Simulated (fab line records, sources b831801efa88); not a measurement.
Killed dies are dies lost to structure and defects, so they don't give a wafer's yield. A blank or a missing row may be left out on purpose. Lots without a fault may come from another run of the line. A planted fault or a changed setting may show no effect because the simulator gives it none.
Tool commonality check | flow sky130 | 10 lots, 30 wafers sampled

WHY IT WAS OPENED
At SKY_POLY_GATE_THK_MEAS_04 the reading POLY_GATE_CVD_03_THK is flagged on 2 of 10 lots. Wafers without a fault read 75.0 nm, standard deviation 0.63.
Rule: a lot is flagged when every wafer of it that has a number lies more than 4 standard deviations from that mean, or none has a number. The other lots count as sound.

lot  | measured     | on            | POLY_GATE_CVD_03_THK (nm), wafer by wafer | flag
L701 | day 15 04:44 | film_metro-02 | 75.3 75.5 75.3                            |
L702 | day 15 10:08 | film_metro-02 | 75.4 75.5 74.9                            |
L703 | day 16 02:50 | film_metro-03 | 74.9 74.9 75.2                            |
L704 | day 16 11:34 | film_metro-03 | 74.2 74.8 74.2                            |
L705 | day 16 22:14 | film_metro-03 | 74.7 74.8 75.4                            |
L712 | day 19 21:32 | film_metro-03 | 75.7 75.5 74.8                            |
L713 | day 20 07:43 | film_metro-01 | 92.2 88.0 79.7                            | FLAGGED
L714 | day 20 07:43 | film_metro-03 | 94.7 99.8 95.0                            | FLAGGED
L723 | day 23 10:55 | film_metro-03 | 74.4 74.4 74.2                            |
L724 | day 23 12:17 | film_metro-01 | 75.1 74.7 75.0                            |
The numbers of the flagged lots are 91.6 nm on average: +16.6 nm against the usual, or +26 standard deviations.

WHICH TOOL RAN EACH LOT
The record holds 1 process step before the reading, out of a route of 708 steps. In each cell: the tool, then ch and the chambers that the sampled wafers went through, then the start.
lot  | flag    | SKY_POLY_GATE_CVD_03
L701 |         | lpcvd-02 ch 1, day 15 03:22
L702 |         | lpcvd-02 ch 1, day 15 08:46
L703 |         | lpcvd-02 ch 1, day 16 01:28
L704 |         | lpcvd-02 ch 1, day 16 10:12
L705 |         | lpcvd-02 ch 0, day 16 20:52
L712 |         | lpcvd-02 ch 0, day 19 20:09
L713 | FLAGGED | lpcvd-02 ch 1, day 20 06:22
L714 | FLAGGED | lpcvd-02 ch 1, day 20 06:22
L723 |         | lpcvd-02 ch 1, day 23 09:33
L724 |         | lpcvd-02 ch 0, day 23 10:55
What these steps do:
- SKY_POLY_GATE_CVD_03: deposits Si3N4 from DCS/NH3, target thk 75 nm, time 1290 s.
- SKY_POLY_GATE_THK_MEAS_04

FLAGGED OVER TOTAL, TOOL BY TOOL (the gauges that took the reading come last)
step                      | tool          | lots run | flagged | share of the flagged lots | sound lots run after its first flagged lot
SKY_POLY_GATE_CVD_03      | lpcvd-02      | 10       | 2       | all                       | 2 (L723,L724)
SKY_POLY_GATE_THK_MEAS_04 | film_metro-01 | 2        | 1       | some                      | 1 (L724)
SKY_POLY_GATE_THK_MEAS_04 | film_metro-02 | 2        | 0       | none                      | -
SKY_POLY_GATE_THK_MEAS_04 | film_metro-03 | 6        | 1       | some                      | 1 (L723)

WHAT THE TABLE ALLOWS
1 row of the table ran every flagged lot: lpcvd-02 at SKY_POLY_GATE_CVD_03.
- lpcvd-02 at SKY_POLY_GATE_CVD_03: 2 of its 10 lots flagged. Sound lots ran on it after the first flagged one (L723, L724), which a lasting fault on the whole tool wouldn't allow. Its own readings lie more than 4 standard deviations out on every wafer of the flagged lots: spike_tc_centre_C, zone_power_centre_pct, zone_power_lower_pct, zone_power_upper_pct.
No row of the table ran every flagged lot and no sound lot after the first.

WHAT THE SIMULATOR HAD PUT IN
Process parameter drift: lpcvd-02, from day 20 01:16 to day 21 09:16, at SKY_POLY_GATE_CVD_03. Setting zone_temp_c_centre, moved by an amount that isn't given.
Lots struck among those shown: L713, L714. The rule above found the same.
